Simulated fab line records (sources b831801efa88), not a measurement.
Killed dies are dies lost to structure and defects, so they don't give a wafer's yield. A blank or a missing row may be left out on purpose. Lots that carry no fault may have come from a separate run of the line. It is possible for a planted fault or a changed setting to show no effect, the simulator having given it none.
Which tool was responsible? / flow gf180mcu / Sampling: 12 lots, 36 wafers, 5 of 602 route steps

WHAT THE GAUGES READ, wafer by wafer
GF_V3_RS_MEAS_24: uses a four-point probe to measure. Usual: V3_W_RS gives 0.327 ohm/sq (standard deviation 0.0036).
lot=L812; measured=day 22 00:33; on=filmMetro-04; V3_W_RS (ohm/sq)=0.327 0.332 0.330; flag=
lot=L816; measured=day 23 19:52; on=filmMetro-01; V3_W_RS (ohm/sq)=0.329 0.331 0.327; flag=
lot=L818; measured=day 24 11:31; on=filmMetro-01; V3_W_RS (ohm/sq)=0.332 0.336 0.333; flag=
lot=L823; measured=day 26 07:14; on=filmMetro-01; V3_W_RS (ohm/sq)=0.321 0.317 0.326; flag=
lot=L824; measured=day 27 02:40; on=filmMetro-01; V3_W_RS (ohm/sq)=0.326 0.326 0.328; flag=
lot=L828; measured=day 28 01:35; on=filmMetro-04; V3_W_RS (ohm/sq)=0.335 0.332 0.333; flag=
lot=L830; measured=day 28 06:22; on=filmMetro-01; V3_W_RS (ohm/sq)=0.327 0.333 0.330; flag=
lot=L829; measured=day 28 07:30; on=filmMetro-01; V3_W_RS (ohm/sq)=0.328 0.323 0.325; flag=
lot=L831; measured=day 28 16:11; on=filmMetro-04; V3_W_RS (ohm/sq)=0.330 0.331 0.327; flag=
lot=L832; measured=day 29 00:00; on=filmMetro-01; V3_W_RS (ohm/sq)=0.330 0.321 0.328; flag=
lot=L834; measured=day 29 14:16; on=filmMetro-04; V3_W_RS (ohm/sq)=0.329 0.327 0.330; flag=
lot=L835; measured=day 29 22:54; on=filmMetro-04; V3_W_RS (ohm/sq)=0.324 0.324 0.322; flag=

GF_V4_RS_MEAS_24: uses a four-point probe to measure. Usual: V4_W_RS gives 0.331 ohm/sq (standard deviation 0.0037).
lot=L812; measured=day 24 01:50; on=filmMetro-03; V4_W_RS (ohm/sq)=0.330 0.336 0.330; flag=
lot=L816; measured=day 25 17:50; on=filmMetro-03; V4_W_RS (ohm/sq)=0.391 0.394 0.387; flag=OFF
lot=L818; measured=day 26 08:40; on=filmMetro-03; V4_W_RS (ohm/sq)=0.393 0.399 0.397; flag=OFF
lot=L823; measured=day 28 02:04; on=filmMetro-01; V4_W_RS (ohm/sq)=0.326 0.326 0.330; flag=
lot=L824; measured=day 28 21:05; on=filmMetro-03; V4_W_RS (ohm/sq)=0.326 0.326 0.331; flag=
lot=L828; measured=day 29 18:16; on=filmMetro-03; V4_W_RS (ohm/sq)=0.330 0.330 0.331; flag=
lot=L830; measured=day 29 23:01; on=filmMetro-01; V4_W_RS (ohm/sq)=0.325 0.329 0.327; flag=
lot=L829; measured=day 30 00:11; on=filmMetro-01; V4_W_RS (ohm/sq)=0.329 0.331 0.331; flag=
lot=L831; measured=day 30 08:29; on=filmMetro-03; V4_W_RS (ohm/sq)=0.333 0.331 0.339; flag=
lot=L832; measured=day 30 16:27; on=filmMetro-03; V4_W_RS (ohm/sq)=0.336 0.334 0.335; flag=
lot=L834; measured=day 31 05:47; on=filmMetro-01; V4_W_RS (ohm/sq)=0.326 0.327 0.333; flag=
lot=L835; measured=day 31 22:11; on=filmMetro-03; V4_W_RS (ohm/sq)=0.332 0.333 0.332; flag=

GF_V4_THK_MEAS_25: measures by xrf. Usual: V4_W_THK gives 351 nm (standard deviation 5.7).
lot=L812; measured=day 24 01:57; on=filmMetro-03; V4_W_THK (nm)=357 352 361; flag=
lot=L816; measured=day 25 17:56; on=filmMetro-03; V4_W_THK (nm)=301 297 304; flag=OFF
lot=L818; measured=day 26 08:46; on=filmMetro-03; V4_W_THK (nm)=299 294 298; flag=OFF
lot=L823; measured=day 28 02:10; on=filmMetro-01; V4_W_THK (nm)=358 355 352; flag=
lot=L824; measured=day 28 21:13; on=filmMetro-03; V4_W_THK (nm)=356 354 352; flag=
lot=L828; measured=day 29 18:23; on=filmMetro-03; V4_W_THK (nm)=360 359 358; flag=
lot=L830; measured=day 29 23:08; on=filmMetro-01; V4_W_THK (nm)=352 347 350; flag=
lot=L829; measured=day 30 00:18; on=filmMetro-01; V4_W_THK (nm)=350 348 350; flag=
lot=L831; measured=day 30 08:34; on=filmMetro-03; V4_W_THK (nm)=355 356 349; flag=
lot=L832; measured=day 30 16:34; on=filmMetro-03; V4_W_THK (nm)=351 355 352; flag=
lot=L834; measured=day 31 05:54; on=filmMetro-01; V4_W_THK (nm)=349 350 343; flag=
lot=L835; measured=day 31 22:17; on=filmMetro-03; V4_W_THK (nm)=356 351 355; flag=

EACH LOT AND THE TOOL THAT RAN IT (in order: tool; ch and the chambers of the sampled wafers; start)
lot=L812; GF_M4_SPUTTER_04=pvdSputter-04, day 22 01:11; GF_V4_CVD_23=cvdW-02 ch 0,1, day 24 01:43
lot=L816; GF_M4_SPUTTER_04=pvdSputter-01, day 23 20:29; GF_V4_CVD_23=cvdW-02 ch 0,1, day 25 17:44
lot=L818; GF_M4_SPUTTER_04=pvdSputter-01, day 24 12:08; GF_V4_CVD_23=cvdW-02 ch 0,1, day 26 08:33
lot=L823; GF_M4_SPUTTER_04=pvdSputter-01, day 26 07:50; GF_V4_CVD_23=cvdW-01 ch 0, day 28 01:54
lot=L824; GF_M4_SPUTTER_04=pvdSputter-03, day 27 03:20; GF_V4_CVD_23=cvdW-01 ch 0,1, day 28 20:59
lot=L828; GF_M4_SPUTTER_04=pvdSputter-01, day 28 02:14; GF_V4_CVD_23=cvdW-01 ch 1, day 29 18:08
lot=L830; GF_M4_SPUTTER_04=pvdSputter-04, day 28 07:01; GF_V4_CVD_23=cvdW-01 ch 0,1, day 29 22:54
lot=L829; GF_M4_SPUTTER_04=pvdSputter-04, day 28 08:10; GF_V4_CVD_23=cvdW-02 ch 1, day 29 23:58
lot=L831; GF_M4_SPUTTER_04=pvdSputter-01, day 28 16:47; GF_V4_CVD_23=cvdW-02 ch 0,1, day 30 08:21
lot=L832; GF_M4_SPUTTER_04=pvdSputter-01, day 29 00:50; GF_V4_CVD_23=cvdW-01 ch 0,1, day 30 16:19
lot=L834; GF_M4_SPUTTER_04=pvdSputter-03, day 29 14:55; GF_V4_CVD_23=cvdW-01 ch 0, day 31 05:39
lot=L835; GF_M4_SPUTTER_04=pvdSputter-01, day 29 23:31; GF_V4_CVD_23=cvdW-02 ch 0,1, day 31 21:53
- GF_M4_SPUTTER_04: material TiN, target thk 50 nm, time 41.7 s.
- GF_V4_CVD_23: deposits W, target thk 350 nm, time 104.9 s.

WHAT THE TOOLS THEMSELVES READ (means of the sampled wafers that have a number; where no wafer has one, the mark that the record gives instead)
GF_M4_SPUTTER_04. Usual: throttleValvePct at 30.7 %, with a standard deviation of 0.77.
lot=L812; tool=pvdSputter-04; throttleValvePct (%)=30.5; flag=
lot=L816; tool=pvdSputter-01; throttleValvePct (%)=31.4; flag=
lot=L818; tool=pvdSputter-01; throttleValvePct (%)=31.3; flag=
lot=L823; tool=pvdSputter-01; throttleValvePct (%)=30.9; flag=
lot=L824; tool=pvdSputter-03; throttleValvePct (%)=30.4; flag=
lot=L828; tool=pvdSputter-01; throttleValvePct (%)=31.2; flag=
lot=L830; tool=pvdSputter-04; throttleValvePct (%)=30.8; flag=
lot=L829; tool=pvdSputter-04; throttleValvePct (%)=30.7; flag=
lot=L831; tool=pvdSputter-01; throttleValvePct (%)=31.2; flag=
lot=L832; tool=pvdSputter-01; throttleValvePct (%)=30.7; flag=
lot=L834; tool=pvdSputter-03; throttleValvePct (%)=30.8; flag=
lot=L835; tool=pvdSputter-01; throttleValvePct (%)=30.8; flag=

GF_V4_CVD_23. Usual: chamberPressureTorr 40.02 Torr, standard deviation 0.085; heaterPowerW 903 W, standard deviation 86.
lot=L812; tool=cvdW-02; chamberPressureTorr (Torr)=39.93; heaterPowerW (W)=947; flag=
lot=L816; tool=cvdW-02; chamberPressureTorr (Torr)=28.23; heaterPowerW (W)=948; flag=OFF
lot=L818; tool=cvdW-02; chamberPressureTorr (Torr)=28.05; heaterPowerW (W)=949; flag=OFF
lot=L823; tool=cvdW-01; chamberPressureTorr (Torr)=39.97; heaterPowerW (W)=807; flag=
lot=L824; tool=cvdW-01; chamberPressureTorr (Torr)=40.06; heaterPowerW (W)=835; flag=
lot=L828; tool=cvdW-01; chamberPressureTorr (Torr)=40.09; heaterPowerW (W)=850; flag=
lot=L830; tool=cvdW-01; chamberPressureTorr (Torr)=40.07; heaterPowerW (W)=824; flag=
lot=L829; tool=cvdW-02; chamberPressureTorr (Torr)=39.97; heaterPowerW (W)=1029; flag=
lot=L831; tool=cvdW-02; chamberPressureTorr (Torr)=39.87; heaterPowerW (W)=945; flag=
lot=L832; tool=cvdW-01; chamberPressureTorr (Torr)=40.05; heaterPowerW (W)=829; flag=
lot=L834; tool=cvdW-01; chamberPressureTorr (Torr)=40.14; heaterPowerW (W)=822; flag=
lot=L835; tool=cvdW-02; chamberPressureTorr (Torr)=40.05; heaterPowerW (W)=960; flag=

THE ANSWER, worked out from the rows above alone
Rule: lot off if the mean of its wafers having a number is beyond 3 standard deviations from the usual mean. A lot without any number at a reading at which 4 lots or more have one is off too. Any other lot the step has rows for is counted as sound. After the gauges, taken in route order, come the tools' own readings; for these a lot's mean is taken, as printed above. At the first step where some lot is off, the reading lying furthest off is the one used; lots without a number count as furthest.
Off: L816, L818, at GF_V4_RS_MEAS_24 (V4_W_RS).
A tool fits if, at a process step before that reading, it ran every lot that is off, and no sound lot after the first of them. The gauges at GF_V4_RS_MEAS_24 aren't tried: what is off there is off at GF_V4_CVD_23 too, on other tools, and a gauge's error can't cause that. Not one of the candidates tried fits.

WHAT THE SIMULATOR HAD PUT IN
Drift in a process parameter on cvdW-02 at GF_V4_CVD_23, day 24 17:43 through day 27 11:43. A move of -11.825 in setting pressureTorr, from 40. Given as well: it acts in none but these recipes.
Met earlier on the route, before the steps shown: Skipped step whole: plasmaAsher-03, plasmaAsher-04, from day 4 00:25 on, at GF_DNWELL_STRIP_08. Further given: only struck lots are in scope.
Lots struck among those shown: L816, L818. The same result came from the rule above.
